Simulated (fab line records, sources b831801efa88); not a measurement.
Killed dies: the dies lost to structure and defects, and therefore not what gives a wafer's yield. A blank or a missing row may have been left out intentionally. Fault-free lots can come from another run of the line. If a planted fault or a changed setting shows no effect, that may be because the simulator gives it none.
fab line records    flow sky130
record lots=24  wafers=72  lastDay=51
route steps=708 shown POLY_GATE@205 SD_N@358 LI_CONTACT@383 VIA2@527 METAL3@532 PAD_OPEN@702
lots that met no fault: taken from a fault-free run of the same line
startH: hours from the record's opening day to when the first of the lot's shown wafers began    waitH: how many hours have passed since the lot's step before this one    " same as the row above    L1.1+2: several wafers, shown together as one row    - no value, or no start was given    * or withheld: withheld    < > ~ a bound
route shown NAME@n: names a module that has steps shown in the file, with the first one's number in the route    usual: the fault-free wafers' mean and standard deviation    same: alike in all rows    chamber/n: place in a boat    sites: per-site readings    _std_site: the values' standard deviation    _edge_site: the outer-site mean with the inner-site mean subtracted    radiusMm: for every site, how far away it sits from the centre of the wafer    mask NAME#n: copy n    behind: the tool/chamber that last shaped the wafer    hold: reason for holding the lot/hours on hold/outcome of the hold    device: the transistor (n, p or np) that didn't switch    end of line: the tests these same wafers got at the end of their route    for a step that has no rows: nothing shown but its recipe    killed: dies that structure and defects cost at the first sort, which is not the same as the wafer's yield    map: dies across one wafer; x = killed, . = not, _ = none there
set.NAME: the setting as run; set.NAME@STEP: as run at that earlier step    model.NAME: the simulator's own value behind a step, which no gauge read
the route's steps for a sample of lots (tables are steps, rows are wafers)
services: the hour from which a tool's chamber was out of use, counted from the record's first day as startH (under 0 if before that day), plus the number of hours and why
## steps
# step SKY_POLY_GATE_THK_MEAS_01
# recipe reads=poly-Si_of_POLY_GATE_CVD_00
# usual POLY_GATE_CVD_00_THK=184.5/1.6
lot.wafer  tool          chamber  startH  waitH  POLY_GATE_CVD_00_THK[nm]
L074.1     filmMetro-03  -        318.37  0.0    186.1
L074.2     "             -        "       "      186.3
L074.3     "             -        "       "      187.0
L075.3     filmMetro-01  -        326.03  0.0    185.7
L075.5     "             -        "       "      185.6
L075.6     "             -        "       "      186.3
L076.2     filmMetro-04  -        332.40  0.0    183.1
L076.4     "             -        "       "      182.5
L076.5     "             -        "       "      182.1
L077.1     filmMetro-04  -        345.69  0.0    184.5
L077.2     "             -        "       "      183.9
L077.5     "             -        "       "      184.3
L078.1     filmMetro-04  -        363.83  0.0    185.6
L078.4     "             -        "       "      186.6
L078.6     "             -        "       "      184.7
L079.1     filmMetro-01  -        363.83  0.0    183.3
L079.2     "             -        "       "      182.9
L079.5     "             -        "       "      182.7
L080.1     filmMetro-04  -        365.94  0.0    188.6
L080.2     "             -        "       "      188.7
L080.3     "             -        "       "      187.2
L081.1     filmMetro-04  -        372.79  0.0    183.3
L081.3     "             -        "       "      183.3
L081.4     "             -        "       "      183.0
L082.1     filmMetro-01  -        388.63  0.0    184.6
L082.2     "             -        "       "      184.4
L082.4     "             -        "       "      185.2
L083.1     filmMetro-01  -        391.15  0.0    184.9
L083.4     "             -        "       "      184.7
L083.6     "             -        "       "      185.0
L085.2     filmMetro-03  -        403.34  0.0    181.6
L085.4     "             -        "       "      180.9
L085.5     "             -        "       "      182.7
L084.1     filmMetro-01  -        403.37  0.0    183.9
L084.3     "             -        "       "      185.2
L084.4     "             -        "       "      182.5
L086.2     filmMetro-03  -        410.65  0.0    182.0
L086.4     "             -        "       "      182.6
L086.5     "             -        "       "      184.1
L087.4     filmMetro-01  -        423.09  0.0    184.5
L087.5     "             -        "       "      183.5
L087.6     "             -        "       "      183.7
L088.1     filmMetro-03  -        432.86  0.0    188.3
L088.5     "             -        "       "      186.3
L088.6     "             -        "       "      185.3
L089.1     filmMetro-04  -        440.43  0.0    184.3
L089.5     "             -        "       "      182.5
L089.6     "             -        "       "      185.1
L090.2     filmMetro-01  -        450.65  0.0    183.6
L090.3     "             -        "       "      184.9
L090.4     "             -        "       "      184.4
L092.3     filmMetro-01  -        468.71  0.0    184.2
L092.5     "             -        "       "      184.3
L092.6     "             -        "       "      186.0
L091.1     filmMetro-01  -        469.94  0.0    186.1
L091.2     "             -        "       "      184.1
L091.4     "             -        "       "      184.6
L093.1     filmMetro-01  -        475.87  0.0    184.0
L093.5     "             -        "       "      183.6
L093.6     "             -        "       "      182.9
L094.1     filmMetro-03  -        485.73  0.0    185.0
L094.2     "             -        "       "      185.1
L094.6     "             -        "       "      184.4
L096.1     filmMetro-03  -        500.33  0.0    184.1
L096.3     "             -        "       "      184.8
L096.4     "             -        "       "      185.0
L095.1     filmMetro-04  -        504.36  0.0    186.2
L095.2     "             -        "       "      186.6
L095.4     "             -        "       "      187.7
L097.1     filmMetro-01  -        520.87  0.0    183.9
L097.5     "             -        "       "      183.3
L097.6     "             -        "       "      185.3
# step SKY_SD_N_RS_MEAS_16
# recipe thkMeasGauge=four-point-probe
# usual SD_N_RS=68.80/0.16
lot.wafer  tool          chamber  startH  waitH  SD_N_RS[ohm/sq]
L074.1     filmMetro-03  -        651.89  0.1    69.09
L074.2     "             -        "       "      69.07
L074.3     "             -        "       "      68.90
L075.3     filmMetro-01  -        664.27  0.1    68.79
L075.5     "             -        "       "      68.78
L075.6     "             -        "       "      68.76
L076.2     filmMetro-04  -        668.26  0.1    68.66
L076.4     "             -        "       "      68.59
L076.5     "             -        "       "      68.55
L077.1     filmMetro-03  -        684.14  0.1    68.84
L077.2     "             -        "       "      68.99
L077.5     "             -        "       "      69.02
L079.1     filmMetro-03  -        704.65  0.1    68.95
L079.2     "             -        "       "      69.05
L079.5     "             -        "       "      68.98
L080.1     filmMetro-01  -        705.25  0.1    68.86
L080.2     "             -        "       "      68.82
L080.3     "             -        "       "      68.91
L078.1     filmMetro-03  -        705.49  0.1    68.83
L078.4     "             -        "       "      68.90
L078.6     "             -        "       "      69.00
L081.1     filmMetro-01  -        707.99  0.1    68.57
L081.3     "             -        "       "      68.76
L081.4     "             -        "       "      68.67
L082.1     filmMetro-03  -        728.55  0.1    69.02
L082.2     "             -        "       "      68.92
L082.4     "             -        "       "      68.85
L083.1     filmMetro-01  -        731.70  0.1    68.93
L083.4     "             -        "       "      68.89
L083.6     "             -        "       "      68.60
L085.2     filmMetro-03  -        740.22  0.1    69.08
L085.4     "             -        "       "      68.90
L085.5     "             -        "       "      68.77
L084.1     filmMetro-01  -        744.45  0.1    68.76
L084.3     "             -        "       "      68.83
L084.4     "             -        "       "      68.87
L086.2     filmMetro-01  -        747.86  0.1    68.85
L086.4     "             -        "       "      68.69
L086.5     "             -        "       "      68.76
L087.4     filmMetro-01  -        759.06  0.1    68.90
L087.5     "             -        "       "      68.72
L087.6     "             -        "       "      68.59
L088.1     filmMetro-03  -        765.05  0.1    68.97
L088.5     "             -        "       "      68.92
L088.6     "             -        "       "      68.79
L089.1     filmMetro-04  -        774.99  0.1    68.78
L089.5     "             -        "       "      68.62
L089.6     "             -        "       "      68.59
L090.2     filmMetro-03  -        783.51  0.1    68.89
L090.3     "             -        "       "      68.94
L090.4     "             -        "       "      68.90
L092.3     filmMetro-04  -        799.13  0.1    68.79
L092.5     "             -        "       "      68.58
L092.6     "             -        "       "      68.80
L091.1     filmMetro-04  -        803.20  0.1    68.66
L091.2     "             -        "       "      68.62
L091.4     "             -        "       "      68.53
L093.1     filmMetro-04  -        804.25  0.1    68.72
L093.5     "             -        "       "      68.76
L093.6     "             -        "       "      68.82
L094.1     filmMetro-04  -        815.00  0.1    68.50
L094.2     "             -        "       "      68.56
L094.6     "             -        "       "      68.65
L096.1     filmMetro-04  -        822.31  0.1    68.50
L096.3     "             -        "       "      68.43
L096.4     "             -        "       "      68.59
L095.1     filmMetro-03  -        829.29  0.1    69.02
L095.2     "             -        "       "      68.79
L095.4     "             -        "       "      68.95
L097.1     filmMetro-01  -        843.34  0.1    68.77
L097.5     "             -        "       "      68.87
L097.6     "             -        "       "      68.64
# step SKY_LI_CONTACT_CVD_21
# recipe material=W  targetThkNm=400  timeS=120.56  tempC=400  pressureTorr=40
# usual heaterPowerW=918/79
lot.wafer  tool     chamber  startH  waitH  heaterPowerW
L074.1     cvdW-01  1        681.57  0.0    993
L074.2     "        0        "       "      950
L074.3     "        1        "       "      983
L075.3     cvdW-01  0        693.97  0.1    997
L075.5     "        1        "       "      985
L075.6     "        0        "       "      951
L076.2     cvdW-02  0        698.16  0.0    798
L076.4     "        1        "       "      905
L076.5     "        1        "       "      902
L077.1     cvdW-02  1        713.73  0.0    917
L077.2     "        0        "       "      813
L077.5     "        1        "       "      925
L079.1     cvdW-02  0        734.51  0.0    788
L079.2     "        1        "       "      925
L079.5     "        0        "       "      799
L080.1     cvdW-01  0        734.52  0.0    975
L080.2     "        1        "       "      992
L080.3     "        0        "       "      988
L078.1     cvdW-02  1        735.46  0.0    934
L078.4     "        1        "       "      914
L078.6     "        1        "       "      906
L081.1     cvdW-02  1        737.87  0.0    905
L081.3     "        1        "       "      918
L081.4     "        0        "       "      794
L082.1     cvdW-02  1        757.62  0.0    907
L082.2     "        0        "       "      792
L082.4     "        0        "       "      806
L083.1     cvdW-02  1        761.87  0.0    932
L083.4     "        1        "       "      919
L083.6     "        0        "       "      793
L085.2     cvdW-02  1        769.32  0.0    923
L085.4     "        1        "       "      898
L085.5     "        0        "       "      817
L084.1     cvdW-01  0        773.82  0.0    996
L084.3     "        1        "       "      983
L084.4     "        0        "       "      993
L086.2     cvdW-01  0        777.17  0.0    992
L086.4     "        0        "       "      992
L086.5     "        0        "       "      1021
L087.4     cvdW-02  1        787.41  0.1    886
L087.5     "        0        "       "      825
L087.6     "        1        "       "      914
L088.1     cvdW-01  1        793.79  0.0    1003
L088.5     "        0        "       "      991
L088.6     "        1        "       "      990
L089.1     cvdW-01  0        803.52  0.0    994
L089.5     "        1        "       "      982
L089.6     "        0        "       "      998
L090.2     cvdW-02  0        811.36  0.0    789
L090.3     "        0        "       "      788
L090.4     "        1        "       "      894
L092.3     cvdW-02  1        827.53  0.1    888
L092.5     "        0        "       "      798
L092.6     "        1        "       "      908
L091.1     cvdW-02  0        831.62  0.0    793
L091.2     "        1        "       "      917
L091.4     "        0        "       "      812
L093.1     cvdW-01  1        832.76  0.0    991
L093.5     "        0        "       "      987
L093.6     "        1        "       "      986
L094.1     cvdW-01  1        843.57  0.0    991
L094.2     "        0        "       "      984
L094.6     "        0        "       "      959
L096.1     cvdW-01  0        850.26  0.0    996
L096.3     "        1        "       "      984
L096.4     "        0        "       "      973
L095.1     cvdW-02  1        857.57  0.0    909
L095.2     "        0        "       "      804
L095.4     "        1        "       "      922
L097.1     cvdW-01  1        871.59  0.0    1023
L097.5     "        1        "       "      997
L097.6     "        0        "       "      994
# step SKY_VIA2_SPUTTER_20
# recipe material=TiN  targetThkNm=20  chamberPressurePa=5  powerW=4000  timeS=80
# usual throttleValvePct=30.0/0.62
lot.wafer  tool           chamber  startH   waitH  throttleValvePct
L074.1     pvdSputter-01  -        856.46   0.0    29.8
L074.2     "              -        "        "      29.9
L074.3     "              -        "        "      29.6
L075.3     pvdSputter-01  -        866.41   0.0    30.3
L075.5     "              -        "        "      30.1
L075.6     "              -        "        "      29.6
L076.2     pvdSputter-03  -        870.96   0.0    29.9
L076.4     "              -        "        "      28.7
L076.5     "              -        "        "      28.5
L077.1     pvdSputter-04  -        885.39   0.0    30.5
L077.2     "              -        "        "      28.7
L077.5     "              -        "        "      30.6
L079.1     pvdSputter-01  -        904.52   0.0    30.3
L079.2     "              -        "        "      30.1
L079.5     "              -        "        "      30.4
L080.1     pvdSputter-01  -        905.51   0.0    29.6
L080.2     "              -        "        "      30.4
L080.3     "              -        "        "      29.8
L078.1     pvdSputter-03  -        905.75   0.0    30.3
L078.4     "              -        "        "      31.3
L078.6     "              -        "        "      31.4
L081.1     pvdSputter-04  -        908.30   0.0    29.6
L081.3     "              -        "        "      30.1
L081.4     "              -        "        "      28.7
L082.1     pvdSputter-01  -        927.16   0.0    30.1
L082.2     "              -        "        "      30.5
L082.4     "              -        "        "      29.4
L083.1     pvdSputter-03  -        929.87   0.0    28.8
L083.4     "              -        "        "      30.2
L083.6     "              -        "        "      31.6
L085.2     pvdSputter-04  -        934.87   0.0    29.2
L085.4     "              -        "        "      30.6
L085.5     "              -        "        "      30.0
L084.1     pvdSputter-01  -        940.67   0.0    29.9
L084.3     "              -        "        "      30.3
L084.4     "              -        "        "      29.8
L086.2     pvdSputter-03  -        944.91   0.0    30.2
L086.4     "              -        "        "      31.5
L086.5     "              -        "        "      30.2
L087.4     pvdSputter-01  -        954.58   0.0    30.0
L087.5     "              -        "        "      30.2
L087.6     "              -        "        "      29.9
L088.1     pvdSputter-03  -        959.67   0.0    31.0
L088.5     "              -        "        "      30.0
L088.6     "              -        "        "      30.0
L089.1     pvdSputter-01  -        968.36   0.0    29.7
L089.5     "              -        "        "      29.7
L089.6     "              -        "        "      29.6
L090.2     pvdSputter-04  -        974.81   0.0    30.8
L090.3     "              -        "        "      30.5
L090.4     "              -        "        "      29.8
L092.3     pvdSputter-01  -        988.73   0.0    30.3
L092.5     "              -        "        "      30.0
L092.6     "              -        "        "      30.5
L091.1     pvdSputter-03  -        994.25   0.0    28.6
L091.2     "              -        "        "      30.0
L091.4     "              -        "        "      31.5
L093.1     pvdSputter-04  -        995.26   0.0    30.4
L093.5     "              -        "        "      28.9
L093.6     "              -        "        "      30.6
L094.1     pvdSputter-01  -        1003.06  0.0    29.8
L094.2     "              -        "        "      29.8
L094.6     "              -        "        "      29.6
L096.1     pvdSputter-01  -        1010.26  0.0    30.6
L096.3     "              -        "        "      30.0
L096.4     "              -        "        "      29.5
L095.1     pvdSputter-01  -        1015.63  0.0    29.9
L095.2     "              -        "        "      29.6
L095.4     "              -        "        "      30.1
L097.1     pvdSputter-01  -        1028.60  0.0    29.7
L097.5     "              -        "        "      29.5
L097.6     "              -        "        "      30.2
# step SKY_METAL3_SPUTTER_00
# recipe material=Ti  targetThkNm=15  powerW=3000  timeS=10  chamberPressurePa=0.4
# usual throttleValvePct=29.9/1
lot.wafer  tool           chamber  startH   waitH  throttleValvePct
L074.1     pvdSputter-01  -        857.13   0.2    30.4
L074.2     "              -        "        "      29.5
L074.3     "              -        "        "      30.1
L075.3     pvdSputter-03  -        867.08   0.1    28.6
L075.5     "              -        "        "      30.1
L075.6     "              -        "        "      30.2
L076.2     pvdSputter-01  -        871.63   0.1    30.4
L076.4     "              -        "        "      29.9
L076.5     "              -        "        "      30.0
L077.1     pvdSputter-01  -        886.06   0.2    30.0
L077.2     "              -        "        "      29.9
L077.5     "              -        "        "      30.2
L079.1     pvdSputter-03  -        905.19   0.2    30.0
L079.2     "              -        "        "      30.1
L079.5     "              -        "        "      30.0
L080.1     pvdSputter-01  -        906.18   0.2    30.0
L080.2     "              -        "        "      29.6
L080.3     "              -        "        "      30.5
L078.1     pvdSputter-03  -        906.42   0.1    28.7
L078.4     "              -        "        "      31.4
L078.6     "              -        "        "      30.3
L081.1     pvdSputter-03  -        908.98   0.1    29.7
L081.3     "              -        "        "      31.5
L081.4     "              -        "        "      28.5
L082.1     pvdSputter-03  -        927.83   0.1    29.9
L082.2     "              -        "        "      29.8
L082.4     "              -        "        "      28.7
L083.1     pvdSputter-02  -        930.54   0.1    29.5
L083.4     "              -        "        "      31.8
L083.6     "              -        "        "      29.4
L085.2     pvdSputter-03  -        935.54   0.2    30.1
L085.4     "              -        "        "      28.5
L085.5     "              -        "        "      28.5
L084.1     pvdSputter-03  -        941.34   0.1    30.0
L084.3     "              -        "        "      31.5
L084.4     "              -        "        "      30.3
L086.2     pvdSputter-02  -        945.58   0.1    27.3
L086.4     "              -        "        "      30.1
L086.5     "              -        "        "      27.2
L087.4     pvdSputter-02  -        955.25   0.1    31.4
L087.5     "              -        "        "      29.3
L087.6     "              -        "        "      31.7
L088.1     pvdSputter-01  -        960.34   0.1    30.2
L088.5     "              -        "        "      30.3
L088.6     "              -        "        "      29.8
L089.1     pvdSputter-03  -        969.44   0.2    31.3
L089.5     "              -        "        "      31.5
L089.6     "              -        "        "      29.9
L090.2     pvdSputter-03  -        976.08   0.2    30.4
L090.3     "              -        "        "      30.1
L090.4     "              -        "        "      28.7
L092.3     pvdSputter-02  -        989.40   0.2    29.1
L092.5     "              -        "        "      29.5
L092.6     "              -        "        "      31.8
L091.1     pvdSputter-01  -        994.92   0.2    29.7
L091.2     "              -        "        "      30.4
L091.4     "              -        "        "      29.8
L093.1     pvdSputter-02  -        995.93   0.2    29.2
L093.5     "              -        "        "      29.9
L093.6     "              -        "        "      29.1
L094.1     pvdSputter-01  -        1003.73  0.1    29.7
L094.2     "              -        "        "      29.8
L094.6     "              -        "        "      30.1
L096.1     pvdSputter-02  -        1010.93  0.2    30.0
L096.3     "              -        "        "      29.2
L096.4     "              -        "        "      29.8
L095.1     pvdSputter-01  -        1016.30  0.2    30.0
L095.2     "              -        "        "      30.4
L095.4     "              -        "        "      30.3
L097.1     pvdSputter-02  -        1029.27  0.1    31.6
L097.5     "              -        "        "      30.1
L097.6     "              -        "        "      27.5
# step SKY_PAD_OPEN_STRIP_08
# recipe chemistry=O2/N2  powerW=1400  pressureMtorr=1500  platenTempC=withheld  overashFraction=0.7  o2FlowSccm=3000  n2FlowSccm=300
# usual drypumpMotorCurrentA=6.0/0.42  oesProductAu=0.663/0.0045  stripTimeToEndpointS=37.01/0.1
lot.wafer  tool            chamber  startH   waitH  drypumpMotorCurrentA  oesProductAu  rfHoursCounterH  stripTimeToEndpointS
L074.1     plasmaAsher-02  0        1080.71  0.1    6.4                   0.655         93               37.00
L074.2     "               1        "        "      5.2                   0.659         93               37.10
L074.3     "               1        "        "      5.2                   0.670         -                37.18
L075.3     plasmaAsher-04  1        1089.75  0.1    6.3                   0.667         -                37.06
L075.5     "               0        "        "      6.1                   0.661         -                37.03
L075.6     "               1        "        "      6.2                   0.667         -                36.96
L076.2     plasmaAsher-03  1        1092.47  0.1    6.5                   0.675         35               36.93
L076.4     "               1        "        "      6.5                   0.664         -                37.01
L076.5     "               0        "        "      5.8                   0.652         -                37.03
L077.1     plasmaAsher-04  0        1103.42  0.1    6.1                   0.661         66               37.02
L077.2     "               1        "        "      6.2                   0.673         66               37.16
L077.5     "               1        "        "      6.2                   0.663         -                37.15
L079.1     plasmaAsher-03  1        1119.16  0.1    6.5                   0.666         38               36.93
L079.2     "               0        "        "      5.8                   0.664         38               36.94
L079.5     "               1        "        "      6.5                   0.665         -                37.03
L080.1     plasmaAsher-02  1        1120.01  0.1    5.2                   0.657         98               37.07
L080.2     "               0        "        "      6.3                   0.665         98               37.06
L080.3     "               0        "        "      6.4                   0.662         -                37.14
L078.1     plasmaAsher-03  1        1121.97  0.1    6.6                   0.672         38               36.99
L078.4     "               1        "        "      6.5                   0.663         -                37.05
L078.6     "               1        "        "      6.5                   0.662         -                37.06
L081.1     plasmaAsher-04  1        1122.67  0.1    6.2                   0.668         68               36.95
L081.3     "               1        "        "      6.2                   0.667         -                37.12
L081.4     "               0        "        "      6.1                   0.665         -                37.05
L082.1     plasmaAsher-03  1        1139.11  0.1    6.5                   0.665         40               37.04
L082.2     "               0        "        "      5.8                   0.665         40               37.07
L082.4     "               1        "        "      6.5                   0.660         -                36.91
L083.1     plasmaAsher-04  0        1139.76  0.1    6.1                   0.659         70               37.03
L083.4     "               1        "        "      6.2                   0.659         -                36.98
L083.6     "               1        "        "      6.2                   0.657         -                37.06
L085.2     plasmaAsher-04  1        1145.02  0.1    6.2                   0.667         70               36.88
L085.4     "               1        "        "      6.2                   0.660         -                36.88
L085.5     "               0        "        "      6.1                   0.659         -                36.79
L084.1     plasmaAsher-02  1        1150.07  0.1    5.2                   0.653         100              36.87
L084.3     "               1        "        "      5.2                   0.666         -                37.02
L084.4     "               0        "        "      6.4                   0.669         -                36.89
L086.2     plasmaAsher-03  1        1154.16  0.1    6.5                   0.663         41               36.94
L086.4     "               0        "        "      5.8                   0.663         -                36.92
L086.5     "               1        "        "      6.5                   0.659         -                36.94
L087.4     plasmaAsher-03  1        1160.09  0.1    6.5                   0.661         -                36.99
L087.5     "               1        "        "      6.5                   0.668         -                36.95
L087.6     "               0        "        "      5.8                   0.657         -                36.88
L088.1     plasmaAsher-03  1        1162.22  0.1    6.5                   0.671         42               37.08
L088.5     "               1        "        "      6.5                   0.658         -                37.07
L088.6     "               0        "        "      5.8                   0.660         -                36.94
L089.1     plasmaAsher-02  0        1170.41  0.1    6.4                   0.661         102              36.96
L089.5     "               1        "        "      5.2                   0.671         -                36.96
L089.6     "               0        "        "      6.4                   0.665         -                37.03
L090.2     plasmaAsher-03  1        1172.37  0.1    6.5                   0.658         43               36.91
L090.3     "               1        "        "      6.5                   0.660         -                37.01
L090.4     "               0        "        "      5.8                   0.660         -                36.92
L092.3     plasmaAsher-02  0        1183.70  0.1    6.3                   0.662         -                36.98
L092.5     "               1        "        "      5.2                   0.662         -                37.04
L092.6     "               0        "        "      6.3                   0.669         -                37.10
L091.1     plasmaAsher-04  1        1187.91  0.1    6.2                   0.662         74               36.76
L091.2     "               0        "        "      6.1                   0.663         74               36.84
L091.4     "               1        "        "      6.2                   0.668         -                36.82
L093.1     plasmaAsher-02  0        1189.81  0.1    6.3                   0.663         104              36.95
L093.5     "               1        "        "      5.2                   0.663         -                36.96
L093.6     "               0        "        "      6.3                   0.666         -                36.98
L094.1     plasmaAsher-03  0        1195.22  0.1    5.8                   0.670         45               36.87
L094.2     "               1        "        "      6.5                   0.660         45               36.87
L094.6     "               1        "        "      6.5                   0.669         -                36.94
L096.1     plasmaAsher-04  0        1197.77  0.1    6.1                   0.659         75               37.19
L096.3     "               1        "        "      6.2                   0.665         -                37.03
L096.4     "               0        "        "      6.1                   0.654         -                37.19
L095.1     plasmaAsher-02  0        1201.81  0.1    6.4                   0.663         105              36.92
L095.2     "               1        "        "      5.2                   0.661         105              36.85
L095.4     "               0        "        "      6.3                   0.663         -                36.98
L097.1     plasmaAsher-04  1        1210.76  0.1    6.2                   0.663         76               37.27
L097.5     "               0        "        "      6.0                   0.660         -                37.21
L097.6     "               1        "        "      6.2                   0.663         -                37.24
## services
tool            chamber  startH   hours  kind
cvdW-01         1        684.68   2.6    repair
cvdW-01         -        725.82   0.8    repair
plasmaAsher-03  -        733.80   9.0    pm
cvdW-01         -        736.79   0.7    repair
pvdSputter-03   -        753.50   4.7    repair
plasmaAsher-04  -        773.84   3.5    repair
cvdW-01         -        827.64   0.4    repair
plasmaAsher-04  -        846.72   2.0    repair
cvdW-01         -        904.00   14.0   pm
cvdW-01         -        944.92   0.8    repair
cvdW-01         -        966.15   2.8    pm
pvdSputter-03   -        1000.23  11.2   repair
pvdSputter-03   -        1010.42  7.7    repair
pvdSputter-03   -        1017.47  2.0    repair
cvdW-01         0        1046.10  4.1    repair
cvdW-02         -        1066.21  0.5    repair
cvdW-01         0        1092.70  4.0    repair
cvdW-02         -        1095.16  0.9    repair
cvdW-02         -        1103.05  1.3    repair
cvdW-02         -        1149.87  4.3    pm
cvdW-02         1        1156.82  1.7    repair
cvdW-02         -        1172.15  2.8    pm
cvdW-01         -        1197.92  3.7    repair
cvdW-01         0        1204.76  8.5    repair
## key
fault none
